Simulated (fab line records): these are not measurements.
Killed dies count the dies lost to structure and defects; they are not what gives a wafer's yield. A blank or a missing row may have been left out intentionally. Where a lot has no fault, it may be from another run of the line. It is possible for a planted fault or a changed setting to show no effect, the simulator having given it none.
Matching of chambers || flow gf180mcu || GF_STI_ETCH_14 on rie_si-02 has 4 sister chambers
The step etches Si in HBr/Cl2/O2, target depth 360 nm, time 102.9 s. 8 wafers are shown with their chamber, then 8 later ones without.

## WAFERS WITH THEIR CHAMBER
{"wafer": "L445.4", "chamber": 2, "drypump_motor_current_A (A)": 5.9, "run_length_s (s)": 130.4}
{"wafer": "L458.3", "chamber": 0, "drypump_motor_current_A (A)": 6.1, "run_length_s (s)": 131.7}
{"wafer": "L458.5", "chamber": 0, "drypump_motor_current_A (A)": 6.1, "run_length_s (s)": 132.3}
{"wafer": "L458.6", "chamber": 3, "drypump_motor_current_A (A)": 5.3, "run_length_s (s)": 130.9}
{"wafer": "L459.1", "chamber": 1, "drypump_motor_current_A (A)": 5.0, "run_length_s (s)": 131.2}
{"wafer": "L459.2", "chamber": 3, "drypump_motor_current_A (A)": 5.2, "run_length_s (s)": 130.8}
{"wafer": "L459.5", "chamber": 2, "drypump_motor_current_A (A)": 6.0, "run_length_s (s)": 130.7}
{"wafer": "L460.1", "chamber": 1, "drypump_motor_current_A (A)": 5.0, "run_length_s (s)": 130.9}

## WAFERS WITHOUT THEIR CHAMBER
{"wafer": "L460.3", "drypump_motor_current_A (A)": 6.0, "run_length_s (s)": 130.8}
{"wafer": "L460.6", "drypump_motor_current_A (A)": 5.0, "run_length_s (s)": 131.4}
{"wafer": "L461.1", "drypump_motor_current_A (A)": 6.1, "run_length_s (s)": 131.9}
{"wafer": "L461.2", "drypump_motor_current_A (A)": 6.0, "run_length_s (s)": 130.4}
{"wafer": "L461.4", "drypump_motor_current_A (A)": 5.0, "run_length_s (s)": 131.0}
{"wafer": "L463.1", "drypump_motor_current_A (A)": 6.1, "run_length_s (s)": 131.7}
{"wafer": "L463.3", "drypump_motor_current_A (A)": 6.0, "run_length_s (s)": 130.5}
{"wafer": "L463.6", "drypump_motor_current_A (A)": 5.2, "run_length_s (s)": 131.6}

## EACH ONE'S CHAMBER
{"wafer": "L460.3", "from the rows above": 2, "in truth": 2}
{"wafer": "L460.6", "from the rows above": 1, "in truth": 1}
{"wafer": "L461.1", "from the rows above": 0, "in truth": 0}
{"wafer": "L461.2", "from the rows above": 2, "in truth": 2}
{"wafer": "L461.4", "from the rows above": 1, "in truth": 1}
{"wafer": "L463.1", "from the rows above": 0, "in truth": 0}
{"wafer": "L463.3", "from the rows above": 2, "in truth": 2}
{"wafer": "L463.6", "from the rows above": "can't be placed: 3 or 1", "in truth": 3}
Correct placement for 7 of the 8. Can't be placed from these rows: 1 (the true chamber is among the candidates in 1). Placed wrongly: 0.
How it was worked out, from the rows above alone: a wafer's distance from a chamber is the root of the sum, over the readings, of the square of ((its reading less the chamber's mean) divided by the reading's scatter). If the next closest chamber is less than 2 further off than the closest, the wafer can't be placed; otherwise it belongs to the closest. The mean given for a chamber averages the wafers shown for that chamber. The scatter is the square root of a quotient: the sum, over the shown wafers, of each reading's squared deviation from its chamber's mean, divided by wafers minus chambers.
